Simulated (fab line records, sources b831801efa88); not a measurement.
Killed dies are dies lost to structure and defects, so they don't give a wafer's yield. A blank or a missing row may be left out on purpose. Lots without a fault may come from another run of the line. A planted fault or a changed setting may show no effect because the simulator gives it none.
One fault seen from 2 desks | flow gf180mcu | each desk has only its own numbers; what lay behind them comes last

THE METROLOGY DESK
What the gauges read, lot by lot, whatever tool the lot ran on: means of the sampled wafers that have a number. A lot is out of limits, marked OUT, if its mean lies more than 4 standard deviations from the usual mean; the brackets give that distance.
Columns: A = V4_W_THK at GF_V4_THK_MEAS_25, usual 349 nm; B = V5_W_RS at GF_V5_RS_MEAS_24, usual 0.325 ohm/sq; C = V5_W_THK at GF_V5_THK_MEAS_25, usual 351 nm
lot  | first seen here | A   | B                | C
L539 | day 25 00:04    | 355 | 0.325            | 352
L541 | day 25 14:04    | 359 | 0.325            | 352
L542 | day 26 06:01    | 340 | 0.342 (+5.4) OUT | 334 (-4.1) OUT
L543 | day 26 15:16    | 344 | 0.329            | 343
L544 | day 26 19:16    | 345 | 0.342 (+5.2) OUT | 330 (-5.0) OUT
L552 | day 29 03:41    | 346 | 0.327            | 351
L554 | day 30 02:30    | 349 | 0.326            | 352
L555 | day 30 15:22    | 345 | 0.325            | 351
L557 | day 30 16:18    | 352 | 0.324            | 355
L558 | day 30 23:35    | 351 | 0.328            | 350
L560 | day 31 13:12    | 351 | 0.323            | 350
This desk's finding: out of limits on L542, L544; first on L542, day 28 21:28 (V5_W_RS at GF_V5_RS_MEAS_24). In limits: L539, L541, L543, L552, L554, L555, L557, L558, L560.

THE TOOL OWNER'S DESK: cvd_w-02
The tool's own readings at GF_V5_CVD_23 (deposits W, target thk 350 nm, time 104.9 s): means of the sampled wafers that have a number, for each lot that ran on this tool. A lot is out of limits, marked OUT, if its mean lies more than 4 standard deviations from the usual mean; the brackets give that distance.
Columns: A = chamber_pressure_Torr at GF_V5_CVD_23, usual 40.01 Torr; B = heater_power_w at GF_V5_CVD_23, usual 837 W
lot  | first seen here | A               | B
L539 | day 27 20:14    | 39.95           | 947
L541 | day 28 07:21    | 40.02           | 882
L542 | day 28 21:20    | 35.63 (-55) OUT | 872
L544 | day 29 12:30    | 35.58 (-55) OUT | 855
L554 | day 32 09:51    | 39.92           | 903
L557 | day 32 23:18    | 40.09           | 840
L558 | day 33 05:52    | 40.04           | 903
This desk's finding: out of limits on L542, L544; first on L542, day 28 21:20 (chamber_pressure_Torr at GF_V5_CVD_23). In limits: L539, L541, L554, L557, L558.

PUT TOGETHER
The tool owner's desk could have raised an alarm at day 28 21:20, on L542, L544.
The metrology desk could have raised an alarm at day 28 21:28, on L542, L544.
Of the lots named, all ran GF_V5_CVD_23 on cvd_w-02.

WHAT THE SIMULATOR HAD PUT IN
Process parameter drift: cvd_w-02, from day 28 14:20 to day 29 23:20, at GF_V5_CVD_23. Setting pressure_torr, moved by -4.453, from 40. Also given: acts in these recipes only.
Lots struck among those shown: L542, L544.
Hours from the fault's start to each desk's first reading out of limits: the tool owner's desk, 7; the metrology desk, 7.
